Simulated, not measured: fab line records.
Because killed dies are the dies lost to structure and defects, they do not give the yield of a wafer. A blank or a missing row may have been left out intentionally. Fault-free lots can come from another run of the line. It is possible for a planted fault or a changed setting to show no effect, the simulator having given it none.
Which tool is to blame? | flow sky130 | 12 lots, 36 wafers sampled, at 2 steps of a route of 708

## WHAT THE GAUGES READ, wafer by wafer
SKY_DNWELL_TW_MEAS_09.
lot  | measured    | on           | DNWELL_TW
L075 | day 4 01:19 | filmMetro-02 | 1100 1091 1099
L077 | day 4 05:34 | filmMetro-03 | 1127 1123 1127
L079 | day 4 13:10 | filmMetro-02 | 1092 1094 1094
L081 | day 4 20:34 | filmMetro-03 | 1125 1126 1132
L083 | day 5 06:16 | filmMetro-04 | 1113 1106 1111
L085 | day 5 16:30 | filmMetro-02 | 1105 1104 1093
L087 | day 6 02:12 | filmMetro-04 | 1117 1119 1111
L089 | day 6 15:16 | filmMetro-04 | 1124 1122 1122
L091 | day 7 00:04 | filmMetro-04 | 1116 1111 1111
L093 | day 7 17:03 | filmMetro-04 | 1117 1122 1118
L095 | day 8 04:04 | filmMetro-02 | 1119 1117 1109
L097 | day 8 08:59 | filmMetro-02 | 1110 1114 1107

## TOOL THAT RAN EACH LOT (tool first, then ch and the chambers of the sampled wafers, then the start)
lot  | SKY_FIELD_ISO_CMP_27
L075 | cmp-02 ch 0,1,2, day 3 06:20
L077 | cmp-02 ch 0,2,3, day 3 08:41
L079 | cmp-02 ch 0,1,2, day 3 17:16
L081 | cmp-02 ch 0,2,3, day 4 01:25
L083 | cmp-02 ch 1,2,3, day 4 09:40
L085 | cmp-01 ch 0,2, day 4 18:12
L087 | cmp-02 ch 2,3, day 5 05:13
L089 | cmp-01 ch 0,1,2, day 5 17:14
L091 | cmp-01 ch 2,3, day 6 03:16
L093 | cmp-01 ch 0,2,3, day 6 14:29
L095 | cmp-01 ch 2,3, day 7 04:19
L097 | cmp-01 ch 0,3, day 7 10:25
- SKY_FIELD_ISO_CMP_27: polishes, stops on Si3N4, t overpolish 16 s, target thk 457.8 nm.

## THE ANSWER, worked out from the rows above alone
Rule: what is usual is taken from the lots themselves. Put in order of their means at a reading, lots are off if they are a third of the lots or fewer, leave a main group of 4 or more, and stand apart from it by a gap of 3 or more times the standard deviation of the main group's means; of several such gaps the widest counts. If all means in a main group match to the digits the tables above print for the reading, that group is not used. Also off: a lot with no number at a reading for which 4 or more lots have one. All remaining lots with rows at the step are treated as sound.
No lot is off at any reading shown: from this, nothing can be told.

## WHAT THE SIMULATOR HAD PUT IN
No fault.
